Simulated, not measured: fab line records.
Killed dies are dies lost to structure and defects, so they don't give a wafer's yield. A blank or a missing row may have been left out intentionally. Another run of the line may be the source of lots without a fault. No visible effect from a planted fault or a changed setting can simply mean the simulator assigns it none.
Which tool was responsible? :: flow gf180mcu :: 6 lots, 18 wafers sampled, at 3 steps of a route of 602

WHAT EACH GAUGE READ, for each wafer
GF_VT_IMPLANT_OVL_MEAS_29.
lot: L510
measured: day 7 17:47
on: overlay-01
VT_IMPLANT_02_OVL (nm): -0.7 -0.7 0.5

lot: L515
measured: day 9 00:40
on: overlay-01
VT_IMPLANT_02_OVL (nm): 0.1 -0.6 -1.1

lot: L517
measured: day 9 13:32
on: overlay-01
VT_IMPLANT_02_OVL (nm): 1.2 -0.9 1.5

lot: L519
measured: day 10 01:24
on: overlay-01
VT_IMPLANT_02_OVL (nm): 1.0 2.7 1.8

lot: L526
measured: day 12 01:34
on: overlay-02
VT_IMPLANT_02_OVL (nm): -0.6 -2.1 -0.8

lot: L528
measured: day 12 12:49
on: overlay-01
VT_IMPLANT_02_OVL (nm): 1.4 1.9 2.5

EACH LOT AND THE TOOL THAT RAN IT (in order: tool; ch and the chambers of the sampled wafers; start)
lot: L510
GF_DNWELL_STRIP_08: plasma-asher-01 ch 0,1, day 3 12:02
GF_VT_IMPLANT_STRIP_20: plasma-asher-02 ch 0,1, day 7 01:32

lot: L515
GF_DNWELL_STRIP_08: plasma-asher-01 ch 0,1, day 4 13:14
GF_VT_IMPLANT_STRIP_20: plasma-asher-04 ch 0,1, day 8 08:29

lot: L517
GF_DNWELL_STRIP_08: plasma-asher-01 ch 0,1, day 5 00:57
GF_VT_IMPLANT_STRIP_20: plasma-asher-04 ch 0,1, day 8 20:53

lot: L519
GF_DNWELL_STRIP_08: plasma-asher-02 ch 0,1, day 5 08:53
GF_VT_IMPLANT_STRIP_20: plasma-asher-01 ch 0,1, day 9 08:11

lot: L526
GF_DNWELL_STRIP_08: plasma-asher-02 ch 0,1, day 6 23:10
GF_VT_IMPLANT_STRIP_20: plasma-asher-01 ch 0,1, day 11 06:16

lot: L528
GF_DNWELL_STRIP_08: plasma-asher-02 ch 0,1, day 7 09:42
GF_VT_IMPLANT_STRIP_20: plasma-asher-01 ch 0,1, day 11 17:28
- GF_DNWELL_STRIP_08: strips in O2/N2.
- GF_VT_IMPLANT_STRIP_20: strips in O2/N2.

THE ANSWER, worked out from the rows above alone
Rule: the lots themselves supply what counts as usual. The widest of any qualifying gaps counts: lots, ordered by their means at a reading, are off when they make up no more than a third of the lots, leave a main group of 4 or more, and stand apart from it by 3 or more times the standard deviation of that group's means. A main group whose means are all the same, to the digits that the tables above print for the reading, isn't used. A lot without any number at a reading at which 4 lots or more have one is off too. Where the step has rows for the other lots, those lots are counted as sound.
None of the lots is off at any reading shown; this tells nothing.

WHAT WAS PUT IN BY THE SIMULATOR
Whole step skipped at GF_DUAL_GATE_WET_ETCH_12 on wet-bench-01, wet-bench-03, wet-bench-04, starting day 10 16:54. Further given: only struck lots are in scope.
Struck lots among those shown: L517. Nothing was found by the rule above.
